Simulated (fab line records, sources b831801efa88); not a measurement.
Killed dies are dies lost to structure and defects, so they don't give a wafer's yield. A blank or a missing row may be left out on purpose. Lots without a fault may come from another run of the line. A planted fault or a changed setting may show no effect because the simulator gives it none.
Which tool did it? | flow gf180mcu | 7 lots, 21 wafers sampled, at 2 steps of a route of 602

WHAT THE GAUGES READ, wafer by wafer
GF_DNWELL_TW_MEAS_09.
lot  | measured    | on            | DNWELL_TW
L704 | day 3 12:10 | film_metro-03 | 1340 1337 1339
L705 | day 4 01:58 | film_metro-01 | 1352 1354 1348
L709 | day 4 16:55 | film_metro-03 | 1348 1342 1343
L711 | day 5 00:04 | film_metro-01 | 1345 1340 1346
L713 | day 5 11:13 | film_metro-04 | 1690 1685 1689
L718 | day 6 12:56 | film_metro-04 | 1700 1690 1701
L724 | day 7 19:30 | film_metro-01 | 1335 1341 1348

WHICH TOOL RAN EACH LOT (tool, then ch and the chambers of the sampled wafers, then the start)
lot  | GF_DNWELL_IMPLANT_07
L704 | implanter-02 ch 0, day 3 11:56
L705 | implanter-03 ch 0, day 4 01:43
L709 | implanter-03 ch 0, day 4 16:40
L711 | implanter-03 ch 0, day 4 23:50
L713 | implanter-02 ch 0, day 5 10:40
L718 | implanter-02 ch 0, day 6 12:23
L724 | implanter-04 ch 0, day 7 19:15
- GF_DNWELL_IMPLANT_07

THE ANSWER, worked out from the rows above alone
Rule: what is usual is taken from the lots themselves. Put in order of their means at a reading, lots are off if they are a third of the lots or fewer, leave a main group of 4 or more, and stand apart from it by a gap of 3 or more times the standard deviation of the main group's means; of several such gaps the widest counts. A main group whose means are all the same, to the digits that the tables above print for the reading, isn't used. A lot without any number at a reading at which 4 lots or more have one is off too. The other lots that the step has rows for count as sound.
Off: L713, L718, at GF_DNWELL_TW_MEAS_09 (DNWELL_TW). The main group: mean 1344, standard deviation 4.2.
A tool fits if, at a process step before that reading, it ran every lot that is off, and no sound lot after the first of them. The gauges at GF_DNWELL_TW_MEAS_09 are tried like those tools. Can't be told from this: 2 tools fit, implanter-02 at GF_DNWELL_IMPLANT_07, film_metro-04 at GF_DNWELL_TW_MEAS_09.

WHAT THE SIMULATOR HAD PUT IN
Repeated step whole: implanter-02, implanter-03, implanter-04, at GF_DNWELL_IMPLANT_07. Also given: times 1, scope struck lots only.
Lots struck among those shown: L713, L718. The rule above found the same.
